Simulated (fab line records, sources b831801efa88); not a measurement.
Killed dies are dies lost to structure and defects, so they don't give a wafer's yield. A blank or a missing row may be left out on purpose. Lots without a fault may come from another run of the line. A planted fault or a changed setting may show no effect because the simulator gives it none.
Which tool did it? | flow gf180mcu | 12 lots, 36 wafers sampled, at 5 steps of a route of 602

WHAT THE GAUGES READ, wafer by wafer
GF_V3_THK_MEAS_03. Usual: V3_CVD_02_THK 852 nm, standard deviation 11.
lot  | measured     | on            | V3_CVD_02_THK (nm) | flag
L165 | day 21 07:26 | film_metro-02 | 845 857 857        |
L166 | day 21 12:23 | film_metro-01 | 854 856 861        |
L168 | day 22 15:10 | film_metro-01 | 848 861 870        |
L169 | day 23 01:37 | film_metro-03 | 814 864 840        |
L170 | day 23 07:39 | film_metro-03 | 833 866 820        |
L171 | day 24 02:38 | film_metro-03 | 833 852 848        |
L181 | day 26 23:59 | film_metro-03 | 841 853 857        |
L182 | day 27 03:36 | film_metro-02 | 848 851 862        |
L183 | day 27 10:33 | film_metro-02 | 859 864 864        |
L186 | day 28 11:25 | film_metro-01 | 833 858 853        |
L187 | day 28 15:52 | film_metro-03 | 849 852 865        |
L188 | day 28 19:19 | film_metro-03 | 847 855 861        |

WHICH TOOL RAN EACH LOT (tool, then ch and the chambers of the sampled wafers, then the start)
lot  | GF_M2_STRIP_17                       | GF_V2_ETCH_17                                 | GF_V2_SPUTTER_21             | GF_V3_CVD_02
L165 | plasma_asher-04 ch 0,1, day 19 02:53 | rie_diel-04 ch 1,2,3, day 20 05:09 or earlier | pvd_sputter-03, day 20 05:09 | pecvd-02 ch 0,1, day 21 07:22
L166 | plasma_asher-03 ch 0,1, day 19 07:46 | rie_diel-01 ch 1,2,3, day 20 10:14 or earlier | pvd_sputter-03, day 20 10:14 | pecvd-01 ch 0,1,2, day 21 12:19
L168 | plasma_asher-03 ch 0,1, day 20 11:34 | rie_diel-04 ch 0,1,2, day 21 14:16 or earlier | pvd_sputter-01, day 21 14:16 | pecvd-01 ch 0,2, day 22 15:05
L169 | plasma_asher-04 ch 0,1, day 20 22:22 | rie_diel-02 ch 0,1,2, day 22 00:39 or earlier | pvd_sputter-03, day 22 00:39 | pecvd-01 ch 0,1,2, day 23 01:32
L170 | plasma_asher-03 ch 0,1, day 21 05:40 | rie_diel-01 ch 1,2,3, day 22 06:50 or earlier | pvd_sputter-03, day 22 06:50 | pecvd-01 ch 0,1,2, day 23 07:34
L171 | plasma_asher-04 ch 0,1, day 22 01:43 | rie_diel-02 ch 1,2, day 23 02:12 or earlier   | pvd_sputter-04, day 23 02:12 | pecvd-02 ch 0,1,2, day 24 02:34
L181 | plasma_asher-03 ch 0,1, day 25 00:58 | rie_diel-02 ch 1,2,3, day 26 00:52 or earlier | pvd_sputter-04, day 26 00:52 | pecvd-01 ch 0,1, day 26 23:55
L182 | plasma_asher-03 ch 0,1, day 25 05:52 | rie_diel-02 ch 0,2,3, day 26 05:00 or earlier | pvd_sputter-03, day 26 05:00 | pecvd-01 ch 0,2, day 27 03:31
L183 | plasma_asher-02 ch 0,1, day 25 12:12 | rie_diel-01 ch 2,3, day 26 11:48 or earlier   | pvd_sputter-03, day 26 11:48 | pecvd-01 ch 0,1,2, day 27 10:29
L186 | plasma_asher-04 ch 0,1, day 26 14:55 | rie_diel-04 ch 1,2, day 27 13:51 or earlier   | pvd_sputter-03, day 27 13:51 | pecvd-02 ch 0,1,2, day 28 11:21
L187 | plasma_asher-03 ch 0,1, day 26 20:47 | rie_diel-04 ch 2,3, day 27 18:34 or earlier   | pvd_sputter-04, day 27 18:34 | pecvd-02 ch 0,2, day 28 15:47
L188 | plasma_asher-03 ch 0,1, day 27 00:02 | rie_diel-04 ch 0,2,3, day 27 21:33 or earlier | pvd_sputter-04, day 27 21:33 | pecvd-01 ch 1,2, day 28 19:14
- GF_M2_STRIP_17: strips in O2/N2.
- GF_V2_ETCH_17: etches SiO2 in C4F8/O2/Ar, stops on TiN, target depth 630 nm.
- GF_V2_SPUTTER_21: material Ti, target thk 15 nm, time 80.02 s.
- GF_V3_CVD_02: deposits SiO2 from TEOS, target thk 850 nm, time 94.851 s.

WHAT THE TOOLS THEMSELVES READ (means of the sampled wafers that have a number; where no wafer has one, the mark that the record gives instead)
GF_M2_STRIP_17. Usual: drypump_motor_current_A 6.23 A, standard deviation 0.22; heater_power_w 346 W, standard deviation 32; oes_product_au 0.539 a.u., standard deviation 0.0044; strip_time_to_endpoint_s 7.42 s, standard deviation 0.041.
lot  | tool            | drypump_motor_current_A (A) | heater_power_w (W) | oes_product_au (a.u.) | strip_time_to_endpoint_s (s) | flag
L165 | plasma_asher-04 | 6.28                        | 367                | 0.535                 | 7.40                         |
L166 | plasma_asher-03 | 6.13                        | 319                | 0.538                 | 7.45                         |
L168 | plasma_asher-03 | 6.14                        | 320                | 0.537                 | 7.49                         |
L169 | plasma_asher-04 | 6.29                        | 368                | 0.538                 | 7.45                         |
L170 | plasma_asher-03 | 6.03                        | 340                | 0.536                 | 7.39                         |
L171 | plasma_asher-04 | 6.31                        | 377                | 0.537                 | 7.35                         |
L181 | plasma_asher-03 | 6.12                        | 316                | 0.539                 | 7.40                         |
L182 | plasma_asher-03 | 6.14                        | 320                | 0.544                 | 7.48                         |
L183 | plasma_asher-02 | 6.44                        | 342                | 0.537                 | 7.43                         |
L186 | plasma_asher-04 | 6.28                        | 364                | 0.539                 | 7.39                         |
L187 | plasma_asher-03 | 6.02                        | 339                | 0.539                 | 7.40                         |
L188 | plasma_asher-03 | 6.14                        | 319                | 0.534                 | 7.41                         |

GF_V2_ETCH_17. Usual: oes_product_au 0.856 a.u., standard deviation 0.0048.
lot  | tool        | oes_product_au (a.u.) | flag
L165 | rie_diel-04 | 0.854                 |
L166 | rie_diel-01 | 0.860                 |
L168 | rie_diel-04 | 0.863                 |
L169 | rie_diel-02 | 0.855                 |
L170 | rie_diel-01 | 0.850                 |
L171 | rie_diel-02 | 0.856                 |
L181 | rie_diel-02 | 0.848                 |
L182 | rie_diel-02 | 0.856                 |
L183 | rie_diel-01 | 0.854                 |
L186 | rie_diel-04 | 0.850                 |
L187 | rie_diel-04 | 0.859                 |
L188 | rie_diel-04 | 0.855                 |

GF_V2_SPUTTER_21. Usual: throttle_valve_pct 30.4 %, standard deviation 0.99.
lot  | tool           | throttle_valve_pct (%) | flag
L165 | pvd_sputter-03 | 30.7                   |
L166 | pvd_sputter-03 | 30.5                   |
L168 | pvd_sputter-01 | 30.1                   |
L169 | pvd_sputter-03 | 30.3                   |
L170 | pvd_sputter-03 | 31.6                   |
L171 | pvd_sputter-04 | 31.4                   |
L181 | pvd_sputter-04 | 29.9                   |
L182 | pvd_sputter-03 | 30.8                   |
L183 | pvd_sputter-03 | 31.0                   |
L186 | pvd_sputter-03 | 30.5                   |
L187 | pvd_sputter-04 | 30.7                   |
L188 | pvd_sputter-04 | 31.2                   |

GF_V3_CVD_02. Usual: heater_power_w 659 W, standard deviation 110; rf_fwd_power_W 596.8 W, standard deviation 2; susceptor_temp_C 399.94 C, standard deviation 0.23.
lot  | tool     | heater_power_w (W) | rf_fwd_power_W (W) | susceptor_temp_C (C) | flag
L165 | pecvd-02 | 669                | 596.4              | 400.01               |
L166 | pecvd-01 | 589                | 597.5              | 400.28               |
L168 | pecvd-01 | 737                | 596.5              | 399.87               |
L169 | pecvd-01 | 632                | 565.2              | 399.85               | OFF
L170 | pecvd-01 | 617                | 567.6              | 399.76               | OFF
L171 | pecvd-02 | 622                | 596.3              | 399.73               |
L181 | pecvd-01 | 578                | 595.9              | 399.89               |
L182 | pecvd-01 | 661                | 595.0              | 399.96               |
L183 | pecvd-01 | 608                | 598.4              | 400.02               |
L186 | pecvd-02 | 656                | 595.7              | 399.96               |
L187 | pecvd-02 | 733                | 594.6              | 399.91               |
L188 | pecvd-01 | 597                | 596.6              | 399.62               |

THE ANSWER, worked out from the rows above alone
Rule: a lot is off if the mean of its wafers that have a number lies more than 3 standard deviations from the usual mean. A lot without any number at a reading at which 4 lots or more have one is off too. The other lots that the step has rows for count as sound. The gauges are gone through in route order, then the tools' own readings, and for those a lot's mean is taken as printed above. The first step at which some lot is off is used, and at that step the reading that is off furthest; a lot without a number counts as furthest.
Off: L169, L170, at GF_V3_CVD_02 (rf_fwd_power_W).
A tool fits if, at that step or a process step before it, it ran every lot that is off, and no sound lot after the first of them. GF_V2_ETCH_17 gives no start for some lots, so the hours and the order of its lots are those of GF_V2_SPUTTER_21. None of those tried fits.

WHAT THE SIMULATOR HAD PUT IN
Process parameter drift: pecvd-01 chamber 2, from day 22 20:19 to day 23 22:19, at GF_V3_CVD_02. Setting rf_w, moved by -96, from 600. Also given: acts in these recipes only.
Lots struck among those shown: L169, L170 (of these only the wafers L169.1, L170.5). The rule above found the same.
